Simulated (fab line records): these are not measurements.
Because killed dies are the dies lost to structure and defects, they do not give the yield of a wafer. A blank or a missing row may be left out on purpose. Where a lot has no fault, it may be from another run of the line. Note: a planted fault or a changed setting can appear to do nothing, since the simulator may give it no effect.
8D (eight disciplines) problem report, filled in by code    flow gf180mcu    the parts of the form that need people (team, actions taken, sign-off) are left out

1. THE PROBLEM
Mean of cdNm at GF_M4_CD_MEAS_14: 299.7 nm across 6 wafers in 2 lots; on wafers with no fault it is 280.3 nm (standard deviation 0.99). Measured from the usual mean, that is +20 standard deviations.
The step: target cd 280 nm.
First observed at day 27 17:01: wafer L867.3, on cdSem-02. The record holds 33 wafers of 11 lots with a number at this step. By rule, "out" or "out of limits" means more than 4 standard deviations away from the usual mean. The other wafers with a number count as sound.

2. WHAT IT IS, WHAT IT ISN'T
question                     is                      is not
which readings at this step  cdNm                    -
which lots                   L867, L868              L856, L857, L858, L859, L860, L870, L874, L875, L876
which wafers of those lots   all that have a number  -
read on which gauges         cdSem-01, cdSem-02      -
when                         from day 27 17:01       up to then (15 sound wafers); but 12 sound wafers of L870, L874, L875, L876 came after

3. SUSPECTS, AND WHAT RULES EACH OUT
Counting: a tool stays on the suspect list if, at a process step up to the reading, it processed all lots that are out and no sound lot following the first of them.
- the gauge at GF_M4_CD_MEAS_14: ruled out. 2 gauges (cdSem-01, cdSem-02) read the wafers that are out.
- cmp-02 at GF_V3_CMP_04 (polishes SiO2): ruled out as a lasting fault. Following L867 (day 25 22:31), the first lot on it that is out, the sound lots L870, L874, L875, L876 were run on it.
- rieDiel-04 at GF_V3_ETCH_16 (etches BARC in N2/H2): ruled out as a lasting fault. Following L867 (day 26 19:59), the first lot on it that is out, the sound lots L874 were run on it.
- lithoTrack-02 at GF_M4_SOFTBAKE_10 (time 60 s): kept. Every lot that is out went through it, starting with L867 (day 27 07:26), and after that it ran no sound lot; the last sound lot it ran before then is L857 (day 24 06:35). On those wafers its own readings are out: heaterPowerTotalW, plateTempC.
The count leaves lithoTrack-02 at GF_M4_SOFTBAKE_10.

4. THE CAUSE (what the simulator had put in)
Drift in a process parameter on lithoTrack-02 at GF_M4_SOFTBAKE_10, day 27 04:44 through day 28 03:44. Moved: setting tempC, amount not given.
The count eliminated every tool but this one.

5. THE EFFECT CHAIN, in route order
Each row: a reading whose mean over the struck wafers that have a number lies more than 3 standard deviations from the usual. Only readings whose record carries a usual standard deviation are examined. hours: median over the lots of the time between each lot's start at the first step of this table that gives one and its start at this step. sigmas: the change, counted in usual standard deviations.
hours  step               reading               usual     on struck wafers  change  sigmas
0      GF_M4_SOFTBAKE_10  heaterPowerTotalW     93.05 W   83.00             -10.05  -99 or more
0      GF_M4_SOFTBAKE_10  plateTempC            129.97 C  119.31            -10.66  -76
10     GF_M4_CD_MEAS_14   cdNm                  280.3 nm  299.7             +19.4   +20
10     GF_M4_STRIP_17     stripTimeToEndpointS  7.86 s    8.04              +0.18   +4.0
Its process steps:
- GF_M4_SOFTBAKE_10: time 60 s.
- GF_M4_STRIP_17: strips in O2/N2.

6. HOW IT WOULD HAVE BEEN CAUGHT EARLIER
In this record the first reading out of limits at a measuring or inspecting step was taken at day 27 17:01, 12 hours after the fault began at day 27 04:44.
The tool's own readings at GF_M4_SOFTBAKE_10 were out on every struck wafer that the step has a row for (heaterPowerTotalW, plateTempC): an alarm limit on them would have fired on the first of those.
Of the lots that are out (2), L868 began GF_M4_SOFTBAKE_10 on lithoTrack-02 after day 27 17:01. Holding the tool at that time would have saved it.
